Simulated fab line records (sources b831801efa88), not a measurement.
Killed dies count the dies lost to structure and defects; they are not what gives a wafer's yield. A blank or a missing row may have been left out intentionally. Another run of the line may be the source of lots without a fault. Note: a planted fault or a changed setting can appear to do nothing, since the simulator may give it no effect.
A single fault, viewed from 2 desks :: flow gf180mcu :: only its own numbers are on each desk; what lay behind them is given at the end

## AT THE TOOL OWNER'S DESK: pvdSputter-04
The tool's own readings at GF_M4_SPUTTER_01 (material TiN, target thk 30 nm, time 25 s): means of the sampled wafers that have a number, for each lot that ran on this tool. Marked OUT: a lot whose mean sits more than 4 standard deviations from the usual mean, which makes it out of limits; the brackets give that distance.
Columns: A = cathodeDcPowerW at GF_M4_SPUTTER_01, usual 6500.1 W; B = throttleValvePct at GF_M4_SPUTTER_01, usual 30.3 %
lot: L886
first seen here: day 22 13:09
A: 6499.8
B: 28.9

lot: L891
first seen here: day 24 10:02
A: 6135.9 (-99 or more) OUT
B: 30.9

lot: L892
first seen here: day 25 04:22
A: 6135.6 (-99 or more) OUT
B: 29.1

lot: L909
first seen here: day 30 02:44
A: 6499.6
B: 31.5
Finding of this desk: L891, L892 out of limits; the first was L891 at day 24 10:02, on cathodeDcPowerW at GF_M4_SPUTTER_01. In limits: L886, L909.

## FROM THE METROLOGY DESK
Lot by lot, what the gauges showed, no matter which tool ran the lot: averages of those sampled wafers that carry a number. Marked OUT: a lot whose mean sits more than 4 standard deviations from the usual mean, which makes it out of limits; the brackets give that distance.
Columns: A = V3_W_RS at GF_V3_RS_MEAS_24, usual 0.328 ohm/sq; B = V3_W_THK at GF_V3_THK_MEAS_25, usual 351 nm
lot: L886
first seen here: day 22 12:34
A: 0.330
B: 345

lot: L891
first seen here: day 24 09:28
A: 0.324
B: 358

lot: L892
first seen here: day 25 03:49
A: 0.329
B: 352

lot: L904
first seen here: day 28 12:08
A: 0.329
B: 354

lot: L907
first seen here: day 29 06:59
A: 0.332
B: 349

lot: L909
first seen here: day 30 02:12
A: 0.322
B: 355
Finding of this desk: none of the 6 lots has anything out of limits.

## BROUGHT TOGETHER
At day 24 10:02, on L891, L892, the tool owner's desk was in a position to raise an alarm.
Metrology desk: nothing out of limits seen.
The metrology desk has L891, L892 on record, within its limits.
Of the lots named, all ran GF_M4_SPUTTER_01 on pvdSputter-04.

## WHAT HAD BEEN PUT IN BY THE SIMULATOR
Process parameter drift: pvdSputter-04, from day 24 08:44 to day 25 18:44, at GF_M4_SPUTTER_01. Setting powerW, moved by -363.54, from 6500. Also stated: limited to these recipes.
Shown lots that were struck: L891, L892.
Delay in hours, fault start to first out-of-limits reading, by desk: the tool owner's desk at 1.
